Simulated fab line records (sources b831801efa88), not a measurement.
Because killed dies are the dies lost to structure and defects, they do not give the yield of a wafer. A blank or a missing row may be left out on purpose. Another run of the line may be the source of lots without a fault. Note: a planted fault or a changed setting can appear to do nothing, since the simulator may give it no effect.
Chamber matching    flow sky130    pecvd-01 running SKY_PASSIVATION_CVD_00: 3 sister chambers
The step deposits SiO2, target thk 90 nm. 27 wafers are shown with their chamber, then 12 later ones without.

EACH WAFER AND ITS CHAMBER
wafer   chamber  heater-power-w (W)
L075.3  2        676
L075.5  2        681
L075.6  1        577
L076.1  0        720
L076.2  1        649
L076.5  2        733
L077.2  1        687
L077.3  0        724
L077.6  1        675
L078.3  1        687
L078.5  2        607
L078.6  0        745
L084.1  0        698
L084.2  1        571
L084.3  2        634
L084.4  0        692
L084.5  1        589
L084.6  2        641
L086.1  1        693
L086.2  0        678
L086.3  2        601
L086.4  0        655
L086.5  1        689
L086.6  2        608
L087.1  1        582
L087.2  2        741
L087.3  0        695

SIGNATURES (averages over the wafers above)
reading         chamber 0  chamber 1  chamber 2  scatter within a chamber
heater-power-w  700.88     639.90     658.00     47.3
Rule: a wafer lies at a distance from a chamber equal to the root of the sum of squares, over the readings, of (its reading less the chamber's mean, divided by the reading's scatter). The wafer belongs to the nearest chamber; if the next one is less than 2 further off, it can't be placed. The scatter: take each reading less its chamber's mean, square it, sum over the shown wafers, divide by the number of wafers less the number of chambers, and take the root.

WAFERS WITH NO CHAMBER GIVEN
wafer   heater-power-w (W)
L088.3  619
L088.5  666
L088.6  645
L092.1  585
L092.3  704
L092.5  713
L096.1  640
L096.2  626
L096.3  673
L096.4  656
L096.5  625
L096.6  694

WHICH CHAMBER EACH ONE RAN IN
wafer   from the rows above           in truth
L088.3  can't be placed: 1 or 2 or 0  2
L088.5  can't be placed: 2 or 1 or 0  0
L088.6  can't be placed: 1 or 2 or 0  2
L092.1  can't be placed: 1 or 2 or 0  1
L092.3  can't be placed: 0 or 2 or 1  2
L092.5  can't be placed: 0 or 2 or 1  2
L096.1  can't be placed: 1 or 2 or 0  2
L096.2  can't be placed: 1 or 2 or 0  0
L096.3  can't be placed: 2 or 0 or 1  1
L096.4  can't be placed: 2 or 1 or 0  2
L096.5  can't be placed: 1 or 2 or 0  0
L096.6  can't be placed: 0 or 2 or 1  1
0 of 12 placed correctly. These rows do not allow placing 12 (true chamber among the candidates in 12). Wrongly placed: 0.
